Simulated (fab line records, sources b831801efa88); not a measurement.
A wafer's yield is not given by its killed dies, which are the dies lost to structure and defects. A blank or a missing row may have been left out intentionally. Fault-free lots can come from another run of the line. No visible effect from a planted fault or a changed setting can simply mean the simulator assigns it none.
A struck lot beside a sound one	flow gf180mcu	25 steps out of a route of 602
Sound: these wafers, L688.3, L688.4, L688.6. Struck: wafer L700.4 (L700.2, L700.6, from the same lot, were not struck and are left out); the cause is given at the end.
Per side, at each step with rows, come the tool, then ch with its chambers, and then its first start. Under that, the readings that differ: sound wafers	struck wafers	difference of the means	sigmas: that difference in standard deviations of wafers without a fault.
alike: words and numbers the same on both sides, and readings whose means are apart by under 2 such deviations; not compared: readings that were withheld, readings missing a value for some wafer, numbers with overlapping values and no deviation given by the record, and bounds like >300 which may hide the same value.
A row with sigmas, a row that says differs or no value, or rows on one side alone: a step with any of these is where the two part. Numbers that don't overlap but have no deviation are shown without sigmas and don't part them. Lack of a reading on every wafer of one side parts them only where that side has two or more wafers.

first, 6 steps without rows for these wafers: GF_TOP_METAL_HMDS_08 (prime time 60 s); GF_TOP_METAL_COAT_09 (resist thk 1500 nm); GF_TOP_METAL_SOFTBAKE_10 (time 60 s); GF_TOP_METAL_EXPOSE_11 (exposes mask MetalTop, target cd 440 nm); GF_TOP_METAL_PEB_12; GF_TOP_METAL_DEVELOP_13 (develop time 60 s).
GF_TOP_METAL_CD_MEAS_14: the cd target is 440 nm.
  sound on cdSem-01, day 29 23:52; struck on cdSem-01, day 33 03:13
  alike: cdNm
GF_TOP_METAL_OVL_MEAS_15:
  sound on overlay-01, day 29 23:58; struck on overlay-02, day 33 03:19
  alike: TOP_METAL_OVL
GF_TOP_METAL_METAL_ETCH_16: etches the open film in Cl2/BCl3, stops on SiO2, target depth 1077.5 nm, time 179.6 s.
  sound on rieMetal-01 ch 0, day 30 00:07; struck on rieMetal-04 ch 1, day 33 03:20
reading	sound	struck	difference	sigmas
drypumpMotorCurrentA (A)	6.6 6.6 6.6	5.5	-1.1	-2
  alike: oesProductAu, throttleValvePct
  not compared: rfHoursCounterH
GF_TOP_METAL_STRIP_17: strips in O2/N2.
  sound on plasmaAsher-04 ch 0,1, day 30 00:22; struck on plasmaAsher-02 ch 1, day 33 03:31
  alike: drypumpMotorCurrentA, heaterPowerW, oesProductAu, stripTimeToEndpointS
  not compared: rfHoursCounterH
then, 2 steps without rows for these wafers: GF_TOP_METAL_STRIP_18 (strips in post etch residue remover, time 1200 s); GF_TOP_METAL_CLEAN_19 (cleans in DIW).
GF_PASSIVATION_CVD_00: deposits SiO2 from TEOS, target thk 1000 nm, time 111.95 s.
  sound on pecvd-03 ch 0,1,2, day 30 00:55; struck on pecvd-03 ch 2, day 33 04:06
reading	sound	struck	difference	sigmas
model.SiO2_of_PASSIVATION_CVD_00.thkNm (nm)	1011 1015 1011	804.9	-207.4	
  alike: heaterPowerW
GF_PASSIVATION_THK_MEAS_01:
  sound on filmMetro-01, day 30 01:01; struck on filmMetro-02, day 33 04:29
reading	sound	struck	difference	sigmas
PASSIVATION_CVD_00_THK (nm)	1011 1016 1011	806	-207	-16
  not compared: hold
GF_PASSIVATION_CVD_02: deposits Si3N4, target thk 700 nm, time 486.18 s.
  sound on pecvd-02 ch 0,1, day 30 01:03; struck on pecvd-04 ch 2, day 33 08:25
reading	sound	struck	difference	sigmas
hold	- - -	awaitDispo/3.8h/release	no value on the sound wafers	
  alike: heaterPowerW
GF_PASSIVATION_THK_MEAS_03:
  sound on filmMetro-02, day 30 01:22; struck on filmMetro-02, day 33 08:46
  alike: PASSIVATION_CVD_02_THK
then, 7 steps without rows for these wafers: GF_PASSIVATION_DEHYDRATE_04 (time 60 s); GF_PASSIVATION_HMDS_05 (prime time 60 s); GF_PASSIVATION_COAT_06 (resist thk 4000 nm); GF_PASSIVATION_SOFTBAKE_07; GF_PASSIVATION_EXPOSE_08 (exposes mask Pad, target cd 40000 nm); GF_PASSIVATION_PEB_09; GF_PASSIVATION_DEVELOP_10 (develop time 60 s).
GF_PASSIVATION_ETCH_11: etches the open film in CF4/O2, stops on TiN, target depth 1800 nm, time 400 s.
  sound on rieDiel-01 ch 0,1,2, day 30 19:23; struck on rieDiel-01 ch 2, day 33 19:53
reading	sound	struck	difference	sigmas
oesProductAu (a.u.)	0.972 0.967 0.974	0.897	-0.074	-10
throttleValvePct (%)	5.952 5.969 5.972	5.936	-0.028	-3
model.PASSIVATION.featureDepthNm (nm)	1713 1725 1741	1514	-212	
model.etch.depthNm (nm)	1713 1725 1741	1514	-212	
  alike: drypumpMotorCurrentA
  not compared: rfHoursCounterH
GF_PASSIVATION_STRIP_12: strips in O2/N2.
  sound on plasmaAsher-02 ch 0,1, day 30 19:40; struck on plasmaAsher-01 ch 1, day 33 20:07
  alike: drypumpMotorCurrentA, heaterPowerW, oesProductAu, stripTimeToEndpointS
  not compared: rfHoursCounterH

== WHERE THEY PART ==
Earliest at GF_TOP_METAL_METAL_ETCH_16; latest, in this record, at GF_PASSIVATION_ETCH_11. Later steps at which nothing parts them and some readings are alike: GF_PASSIVATION_STRIP_12.

WHY: the cause the simulator had injected
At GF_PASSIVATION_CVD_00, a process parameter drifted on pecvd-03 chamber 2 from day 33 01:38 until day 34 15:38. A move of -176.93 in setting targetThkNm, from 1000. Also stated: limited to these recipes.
